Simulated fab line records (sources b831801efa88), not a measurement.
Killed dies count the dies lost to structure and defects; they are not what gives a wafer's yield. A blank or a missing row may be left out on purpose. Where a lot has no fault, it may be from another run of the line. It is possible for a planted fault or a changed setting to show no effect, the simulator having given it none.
A struck lot beside a sound one :: flow sky130 :: 21 out of 708 route steps
Sound: these wafers, L106.4, L106.5, L106.6. Struck: wafers L109.2, L109.5. The cause is named last.
Per side, at each step with rows, come the tool, then ch with its chambers, and then its first start. Under that, the readings that differ: sound wafers :: struck wafers :: difference of the means :: sigmas: that difference in standard deviations of wafers without a fault.
alike: same words and numbers on both sides, and readings whose means sit less than 2 such deviations apart. not compared: any withheld reading, any reading some wafer has no value for, any bound like >300 that may hide the same value, and any number with overlapping values for which the record gives no deviation.
Wherever a step has rows on one side only, a row that says differs or no value, or a row with sigmas, the two part there. Numbers that have no deviation but don't overlap get no sigmas and don't part them. A reading missing from all wafers of one side parts the sides only when that side holds two or more wafers.

first, 4 steps without rows for these wafers: SKY_METAL3_STRIP_20 (strips in post etch residue remover, time 1200 s); SKY_METAL3_CLEAN_21 (cleans in IPA, time 180 s); SKY_METAL3_CLEAN_22 (cleans in O3/DIW); SKY_VIA3_HDPCVD_00 (deposits SiO2, target thk 1635 nm, time 272.5 s).
SKY_VIA3_THK_MEAS_01:
  sound: film metro-04 at day 40 10:50; struck: film metro-01 at day 41 07:10
  alike: VIA3_HDPCVD_THK
SKY_VIA3_CMP_02: polishes SiO2.
  sound on cmp-01 ch 1,2,3, day 40 11:01; struck on cmp-01 ch 2,3, day 41 07:22
  alike: motor current A, slurry filter dp kPa
SKY_VIA3_BOW_MEAS_03:
  sound: film metro-02 at day 40 11:14; struck: film metro-04 at day 41 07:32
  alike: VIA3_BOW
then, 5 steps without rows for these wafers: SKY_VIA3_DEHYDRATE_04 (time 60 s); SKY_VIA3_HMDS_05 (prime time 60 s); SKY_VIA3_COAT_06 (resist thk 60 nm); SKY_VIA3_COAT_07 (resist thk 450 nm); SKY_VIA3_SOFTBAKE_08 (time 90 s).
SKY_VIA3_EXPOSE_09: exposes mask VIM3, target cd 200 nm.
  sound on krf scanner-02 ch 0, day 40 23:26; struck on krf scanner-01 ch 0, day 41 19:26
  alike: mask
then, 2 steps without rows for these wafers: SKY_VIA3_PEB_10; SKY_VIA3_DEVELOP_11 (develop time 60 s).
SKY_VIA3_CD_MEAS_12: target cd 200 nm.
  sound: cd sem-01 at day 41 11:21; struck: cd sem-01 at day 42 06:50
reading: cd nm (nm)
sound: 198.3 198.4 198.5
struck: 130.7 130.9
difference: -67.6
sigmas: -56
SKY_VIA3_OVL_MEAS_13:
  sound: overlay-02 at day 41 11:25; struck: overlay-01 at day 42 06:56
  alike: VIA3_OVL
SKY_VIA3_ETCH_14: etches BARC in N2/H2, stops on SiO2, time 45.9 s, target depth 60 nm.
  sound on rie diel-03 ch 1,2, day 41 11:26; struck on rie diel-03 ch 0,1, day 42 06:58
reading: model.VIA3.cd nm (nm)
sound: 199 199.5 198.6
struck: 131 130.6
difference: -68
sigmas: 
  alike: bias w, drypump motor current A, oes product au, throttle valve pct
  not compared: rf hours counter h
SKY_VIA3_ETCH_15: etches SiO2 in C4F8/O2/Ar, stops on TiN, target depth 507 nm, time 78 s.
  sound on rie diel-03 ch 1,2, day 41 11:29; struck on rie diel-03 ch 0,1, day 42 07:01
reading: model.VIA3.cd nm (nm)
sound: 198.9 201.9 196.1
struck: 131.4 128.1
difference: -69.2
sigmas: 
  alike: bias w, oes product au
  not compared: rf hours counter h
SKY_VIA3_STRIP_16: strips in O2/N2.
  sound on plasma asher-01 ch 0,1, day 41 11:35; struck on plasma asher-01 ch 0, day 42 07:04
  alike: drypump motor current A, oes product au, strip time to endpoint s
  not compared: rf hours counter h
-- the record jumps here: 6 days lie between the struck wafers' starts before and after (it left off in module VIA3 and takes up again in module PAD_OPEN, whose first step shown is number 708 of the route) --
SKY_PAD_OPEN_PROBE_99:
  sound: prober-01 at day 47 09:41; struck: prober-02 at day 48 00:27
reading: defect limited yield (%)
sound: 83.5 82.5
struck: 0 0
difference: -83
sigmas: -42

reading: killed_at_M0_to_M3
sound: 38 37
struck: 444 444
difference: +406
sigmas: +63

reading: killed dies
sound: 81 86
struck: 492 492
difference: +408
sigmas: +41

reading: killed on rim
sound: 13 19
struck: 96 96
difference: +80
sigmas: +21

reading: sort_bin_5_function (%)
sound: 10.2 10.2
struck: 91.7 92.9
difference: +82.1
sigmas: +55

reading: sort n pass
sound: 411 406
struck: 0 0
difference: -408
sigmas: -41

reading: sort yield pct (%)
sound: 83.5 82.5
struck: 0 0
difference: -83
sigmas: -42
  alike: killed_at_M4_up, killed at contacts, killed at front end, killed at other, killed open, killed short, sort_bin_3_pad_short, sort_bin_6_memory

WHERE THEY PART
First at SKY_VIA3_CD_MEAS_12; last, within this record, at SKY_PAD_OPEN_PROBE_99.

WHY: the cause the simulator had injected
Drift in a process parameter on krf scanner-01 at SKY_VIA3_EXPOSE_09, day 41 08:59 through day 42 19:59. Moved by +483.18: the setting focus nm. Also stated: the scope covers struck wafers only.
